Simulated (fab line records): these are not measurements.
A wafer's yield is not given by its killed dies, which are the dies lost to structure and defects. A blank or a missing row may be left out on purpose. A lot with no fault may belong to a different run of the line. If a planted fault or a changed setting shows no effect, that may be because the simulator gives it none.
The tool behind it: which one?	flow sky130	12 lots with 36 wafers sampled at 4 steps, on a route of 708 steps

## WHAT EACH GAUGE READ, for each wafer
SKY_METAL2_CD_MEAS_15 targets a cd of 140 nm.
lot	measured	on	cdNm (nm)
L186	day 35 15:13	cdSem-01	139.9 141.4 140.1
L185	day 35 16:43	cdSem-02	141.3 142.1 141.1
L187	day 36 01:15	cdSem-02	138.7 136.9 139.5
L189	day 36 13:44	cdSem-02	140.9 142.2 141.7
L190	day 37 00:37	cdSem-01	139.0 139.0 138.5
L191	day 38 01:16	cdSem-02	139.5 141.4 140.4
L193	day 38 09:44	cdSem-02	140.0 140.0 139.9
L198	day 40 00:08	cdSem-01	137.8 135.1 138.4
L197	day 40 00:31	cdSem-02	142.3 141.4 141.6
L199	day 40 07:05	cdSem-01	142.3 141.8 140.1
L203	day 41 04:16	cdSem-01	140.1 140.8 143.0
L207	day 42 01:40	cdSem-01	141.0 141.9 141.8

SKY_VIA2_THK_MEAS_01.
lot	measured	on	VIA2_HDPCVD_THK (nm)
L186	day 35 16:18	filmMetro-04	1146 1160 1151
L185	day 35 17:46	filmMetro-01	1197 1182 1207
L187	day 36 02:21	filmMetro-04	1156 1182 1188
L189	day 36 14:50	filmMetro-03	1161 1172 1169
L190	day 37 01:43	filmMetro-04	1184 1154 1171
L191	day 38 02:24	filmMetro-01	1181 1170 1171
L193	day 38 10:49	filmMetro-04	1179 1203 1193
L198	day 40 01:12	filmMetro-01	1187 1180 1158
L197	day 40 01:45	filmMetro-01	1183 1174 1173
L199	day 40 08:20	filmMetro-03	1167 1167 1147
L203	day 41 05:23	filmMetro-01	1167 1157 1179
L207	day 42 02:43	filmMetro-04	1164 1146 1167

## WHAT TOOL EACH LOT RAN ON (gives the tool, then ch and the chambers of the sampled wafers, and finally the start)
lot	SKY_METAL2_SPUTTER_03	SKY_METAL2_STRIP_20
L186	pvdSputter-03, day 34 13:08	plasmaAsher-02 ch 0,1, day 35 15:32
L185	pvdSputter-01, day 34 14:44	plasmaAsher-01 ch 0,1, day 35 17:02
L187	pvdSputter-03, day 34 23:15	plasmaAsher-03 ch 0,1, day 36 01:35
L189	pvdSputter-02, day 35 11:43	plasmaAsher-02 ch 1, day 36 14:05
L190	pvdSputter-03, day 35 22:35	plasmaAsher-01 ch 0,1, day 37 00:57
L191	pvdSputter-01, day 36 23:17	plasmaAsher-01 ch 0,1, day 38 01:36
L193	pvdSputter-03, day 37 08:25	plasmaAsher-03 ch 0,1, day 38 10:04
L198	pvdSputter-03, day 38 23:19	plasmaAsher-03 ch 0,1, day 40 00:29
L197	pvdSputter-01, day 38 23:42	plasmaAsher-03 ch 0,1, day 40 01:01
L199	pvdSputter-01, day 39 06:58	plasmaAsher-01 ch 0,1, day 40 07:37
L203	pvdSputter-01, day 40 04:11	plasmaAsher-03 ch 0,1, day 41 04:36
L207	pvdSputter-01, day 41 02:15	plasmaAsher-02 ch 0,1, day 42 02:00
- SKY_METAL2_SPUTTER_03: material Ti, target thk 5 nm, time 3.3 s.
- SKY_METAL2_STRIP_20: strips in O2/N2.

## AS READ BY THE TOOLS THEMSELVES (means over the sampled wafers that have a number; for cases with no such wafer, the mark the record gives instead)
SKY_METAL2_SPUTTER_03.
lot	tool	throttleValvePct (%)
L186	pvdSputter-03	29.9
L185	pvdSputter-01	29.8
L187	pvdSputter-03	29.9
L189	pvdSputter-02	29.1
L190	pvdSputter-03	29.6
L191	pvdSputter-01	29.7
L193	pvdSputter-03	29.9
L198	pvdSputter-03	29.3
L197	pvdSputter-01	29.5
L199	pvdSputter-01	30.1
L203	pvdSputter-01	29.8
L207	pvdSputter-01	29.5

SKY_METAL2_STRIP_20.
lot	tool	drypumpMotorCurrentA (A)	n2FlowSccm (sccm)	oesProductAu (a.u.)	stripTimeToEndpointS (s)
L186	plasmaAsher-02	6.0	300.1	0.346	2.72
L185	plasmaAsher-01	6.0	299.4	0.340	2.70
L187	plasmaAsher-03	5.8	299.4	0.339	2.68
L189	plasmaAsher-02	5.5	300.0	0.343	2.70
L190	plasmaAsher-01	5.5	300.0	0.343	2.71
L191	plasmaAsher-01	5.5	299.5	0.347	2.70
L193	plasmaAsher-03	5.7	300.5	0.345	2.74
L198	plasmaAsher-03	5.8	299.7	0.342	2.73
L197	plasmaAsher-03	5.8	300.5	0.342	2.72
L199	plasmaAsher-01	5.5	300.1	0.348	2.77
L203	plasmaAsher-03	5.7	299.5	0.346	2.75
L207	plasmaAsher-02	6.0	300.0	0.343	2.71

## THE ANSWER, worked out from the rows above alone
Rule: the lots themselves supply what counts as usual. The widest of any qualifying gaps counts: lots, ordered by their means at a reading, are off when they make up no more than a third of the lots, leave a main group of 4 or more, and stand apart from it by 3 or more times the standard deviation of that group's means. A main group whose means are all the same, to the digits that the tables above print for the reading, isn't used. A lot without any number at a reading at which 4 lots or more have one is off too. Any other lot the step has rows for is counted as sound. After the gauges, taken in route order, come the tools' own readings; for these a lot's mean is taken, as printed above. At the first step where some lot is off, the reading lying furthest off is the one used; lots without a number count as furthest.
Across all readings shown, no lot is off: no conclusion can be drawn from this.

## WHAT WAS PUT IN BY THE SIMULATOR
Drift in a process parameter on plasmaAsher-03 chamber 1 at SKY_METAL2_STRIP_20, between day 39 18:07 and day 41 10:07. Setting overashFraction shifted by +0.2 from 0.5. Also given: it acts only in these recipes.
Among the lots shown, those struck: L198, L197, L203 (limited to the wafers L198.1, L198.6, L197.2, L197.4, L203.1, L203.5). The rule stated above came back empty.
